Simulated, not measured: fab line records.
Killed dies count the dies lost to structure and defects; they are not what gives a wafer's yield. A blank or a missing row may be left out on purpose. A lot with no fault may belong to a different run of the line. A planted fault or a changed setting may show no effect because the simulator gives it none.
Problem report, 8D (eight disciplines) form, completed by code	flow sky130	the parts of the form that need people (team, actions taken, sign-off) are left out

## 1. WHAT IS WRONG
Wafers free of any fault read 1490 (standard deviation 7.6) for LDD_LDN_TW at SKY_LDD_LDN_TW_MEAS_13, against a mean of 1409 on 6 wafers of 2 lots. That is -11 standard deviations from the usual mean.
First seen on wafer L513.3, day 29 23:11, on film metro-01. At this step, 39 wafers from 13 lots have a number in the record. By rule, "out" or "out of limits" means more than 4 standard deviations away from the usual mean. Any other wafer with a number is counted as sound.

## 2. WHAT THIS IS AND IS NOT
question	is	is not
which readings at this step	LDD_LDN_TW	-
which lots	L513, L516	L493, L496, L497, L499, L500, L502, L503, L504, L505, L507, L510
which wafers of those lots	all that have a number	-
read on which gauges	film metro-01	film metro-02, film metro-04
when	from day 29 23:11	up to then (33 sound wafers)

## 3. WHAT RULES OUT EACH SUSPECT
Counting: a tool at a process step up to the reading stays a suspect if it ran every lot that is out and no sound lot after the first of them.
- the gauge at SKY_LDD_LDN_TW_MEAS_13: ruled out. All the wafers that are out were read on film metro-01, but those of them that SKY_LDD_LDN_IMPLANT_08 has rows for are out there too, on other tools.
- implanter-02 at SKY_LDD_LDN_IMPLANT_08: kept. It ran every lot that is out, first L513 (day 29 22:31), and no sound lot after that; its last sound lot up to then is L507 (day 29 08:46). Its own readings are out on those wafers: dose ions cm2, faraday current uA.
Remaining after the count: implanter-02 at SKY_LDD_LDN_IMPLANT_08.

## 4. THE CAUSE (what the simulator had put in)
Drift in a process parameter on implanter-02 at SKY_LDD_LDN_IMPLANT_08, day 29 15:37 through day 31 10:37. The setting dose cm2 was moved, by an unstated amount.
This tool alone remained once counting was done.

## 5. SEQUENCE OF EFFECTS, ordered by route
Rows list readings where the struck wafers' mean (over those with a number) sits beyond 3 standard deviations from the usual. Readings are gone through only where the record gives a usual standard deviation; hours: the median, over the lots, of the time from a lot's start at the first step in this table giving one to that lot's start at this step; sigmas: the change measured in usual standard deviations.
hours	step	reading	usual	on struck wafers	change	sigmas
0	SKY_LDD_LDN_IMPLANT_08	dose ions cm2	1.25e+13	4.49e+12	-8.01e+12	-99 or more
0	SKY_LDD_LDN_IMPLANT_08	faraday current uA	70.7	25.4	-45.2	-32
1	SKY_LDD_LDN_TW_MEAS_13	LDD_LDN_TW	1490	1409	-81	-11
Its process steps:
- SKY_LDD_LDN_IMPLANT_08
At these later measuring or inspecting steps, every struck wafer for which the step has a row has a number for every such reading, and none has moved that far: SKY_SD_P_TW_MEAS_11.

## 6. HOW IT WOULD HAVE BEEN CAUGHT EARLIER
The first out-of-limits reading at a measuring or inspecting step in this record came at day 29 23:11, 8 hours after the fault's start at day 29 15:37.
The tool's own readings at SKY_LDD_LDN_IMPLANT_08 were out on every struck wafer that the step has a row for (dose ions cm2, faraday current uA): an alarm limit on them would have fired on the first of those.
Of the lots that are out (2), L516 began SKY_LDD_LDN_IMPLANT_08 on implanter-02 after day 29 23:11. It would have been spared by a hold on the tool at that moment.
